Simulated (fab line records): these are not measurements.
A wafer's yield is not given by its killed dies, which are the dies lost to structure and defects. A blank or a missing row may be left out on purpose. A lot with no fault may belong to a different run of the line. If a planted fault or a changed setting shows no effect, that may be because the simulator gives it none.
Comparing a struck lot with a sound one + flow sky130 + 21 out of 708 route steps
Sound: these wafers, L604.3, L604.4, L604.5. Wafers struck: L620.2, L620.4, L620.5. Last of all comes the cause.
At each step with rows: each side's tool, then ch and its chambers, then its first start. Under that, the readings that differ: sound wafers + struck wafers + difference of the means + sigmas: that difference in standard deviations of wafers without a fault.
alike: a reading whose means differ by less than 2 such deviations, as well as words and numbers matching on both sides. not compared: withheld readings; readings where some wafer has no value; bounds like >300 that might hide an equal value; numbers whose values overlap and for which the record gives no deviation.
Wherever a step has rows on one side only, a row that says differs or no value, or a row with sigmas, the two part there. Numbers that have no deviation but don't overlap get no sigmas and don't part them. A reading that every wafer of one side lacks parts them only if that side has two wafers or more.

first, 1 step without rows for these wafers: SKY_RES_XHIGH_IMPLANT_07.
SKY_RES_XHIGH_STRIP_08: strips in O2/N2.
  sound on plasmaAsher-03 ch 0,1, day 28 15:50; struck on plasmaAsher-03 ch 0,1, day 33 16:04
  alike: drypumpMotorCurrentA, oesProductAu, stripTimeToEndpointS
  not compared: rfHoursCounterH
SKY_RES_XHIGH_TW_MEAS_09:
  struck on filmMetro-04, day 33 16:11; sound on filmMetro-03, day 28 15:55
  alike: RES_XHIGH_TW
then, 7 steps without rows for these wafers: SKY_SD_N_DEHYDRATE_00 (time 60 s); SKY_SD_N_HMDS_01 (prime time 60 s); SKY_SD_N_COAT_02 (resist thk 1140 nm); SKY_SD_N_SOFTBAKE_03 (time 60 s); SKY_SD_N_EXPOSE_04 (exposes mask NSDM, target cd 380 nm); SKY_SD_N_PEB_05; SKY_SD_N_DEVELOP_06 (develop time 60 s).
SKY_SD_N_CD_MEAS_07: the cd target is 380 nm.
  struck on cdSem-01, day 34 19:23; sound on cdSem-02, day 29 19:45
  alike: cdNm
SKY_SD_N_OVL_MEAS_08:
  struck on overlay-02, day 34 19:29; sound on overlay-02, day 29 19:51
  alike: SD_N_OVL
SKY_SD_N_IMPLANT_09:
  sound on implanter-02 ch 0, day 29 19:55; struck on implanter-02 ch 0, day 34 19:33
| reading     | sound                         | struck                      | difference | sigmas      |
|-------------|-------------------------------|-----------------------------|------------|-------------|
| beamOnS (s) | 20.1 19.6 20.2                | 12.2 12.7 12.0              | -7.7       | -9          |
| doseIonsCm2 | 4.004e+15 4.001e+15 4.007e+15 | 2.5e+15 2.511e+15 2.508e+15 | -1.5e+15   | -99 or more |
next, for these wafers, 1 step has no rows: SKY_SD_N_IMPLANT_10.
SKY_SD_N_STRIP_11: strips in O2/N2.
  sound on plasmaAsher-01 ch 0,1, day 29 20:12; struck on plasmaAsher-01 ch 0,1, day 34 19:49
| reading                  | sound             | struck            | difference | sigmas |
|--------------------------|-------------------|-------------------|------------|--------|
| oesProductAu (a.u.)      | 0.523 0.529 0.521 | 0.553 0.548 0.556 | +0.028     | +6     |
| stripTimeToEndpointS (s) | 22.53 22.55 22.51 | 20.92 20.93 20.87 | -1.62      | -39    |
  alike: drypumpMotorCurrentA
  not compared: rfHoursCounterH
SKY_SD_N_TW_MEAS_12:
  struck on filmMetro-04, day 34 19:56; sound on filmMetro-04, day 29 20:17
  alike: SD_N_TW
then, 1 step without rows for these wafers: SKY_SD_N_CLEAN_13 (cleans in SC1/SC2, time 150 s).
SKY_SD_N_RTA_14: time 2 s.
  sound on rtpAnneal-02 ch 0, day 29 20:24; struck on rtpAnneal-02 ch 0, day 34 20:02
  alike: lampPowerPct, wafer_temp_C_max
SKY_SD_N_RS_MEAS_16: the measuring method here is four-point-probe.
  struck on filmMetro-01, day 34 20:14; sound on filmMetro-01, day 29 20:35
| reading          | sound             | struck            | difference | sigmas |
|------------------|-------------------|-------------------|------------|--------|
| SD_N_RS (ohm/sq) | 68.75 68.39 68.32 | 73.75 73.72 74.03 | +5.35      | +45    |
SKY_SD_N_RS_MEAS_17: the measuring method here is four-point-probe.
  struck on filmMetro-01, day 34 20:21; sound on filmMetro-01, day 29 20:43
  alike: SD_P_RS
-- record jumps: 16 days separate the struck wafers' starts on either side; left off in module SD_N, taken up again in module PAD_OPEN, whose first shown step is the route's number 708 --
SKY_PAD_OPEN_PROBE_99:
  struck on prober-01, day 51 00:38; sound on prober-01, day 47 15:50
| reading                             | sound             | struck            | difference | sigmas |
|-------------------------------------|-------------------|-------------------|------------|--------|
| model.etest.resNdiff.lineOhmUm      | 774.2 768.5 755.7 | 841.6 829.5 827   | +66.6      |        |
| model.etest.sonosUncharged.rOnOhmUm | 824.4 811 803.6   | 883.4 863.1 862.2 | +56.6      |        |
| model.etest.liconNdiff.rcOhm        | 184.3 187.5 180.8 | 219.2 216.9 220.9 | +34.8      |        |
| model.etest.resNdiffHv.rsOhmSq      | 113.3 113.5 113.9 | 124 124.2 123.7   | +10        |        |
| model.etest.resNdiff.rsOhmSq        | 119.6 120 119.4   | 129.3 129.7 130.3 | +10.1      |        |
  alike: killed_at_M0_to_M3, killed_at_M4_up, killedAtContacts, killedAtFrontEnd, killedAtOther, killedDies, killedOpen, killedShort
  not compared: model.etest.nfetG5v0d10v5.rOnOhmUm

== WHERE THEY PART ==
Last at SKY_SD_N_RS_MEAS_16 as far as this record goes, first at SKY_SD_N_IMPLANT_09. Later steps at which nothing parts them and some readings are alike: SKY_SD_N_RS_MEAS_17, SKY_PAD_OPEN_PROBE_99.

WHY: whatever the simulator had introduced
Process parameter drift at SKY_SD_N_IMPLANT_09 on implanter-02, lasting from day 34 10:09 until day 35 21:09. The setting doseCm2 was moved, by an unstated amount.
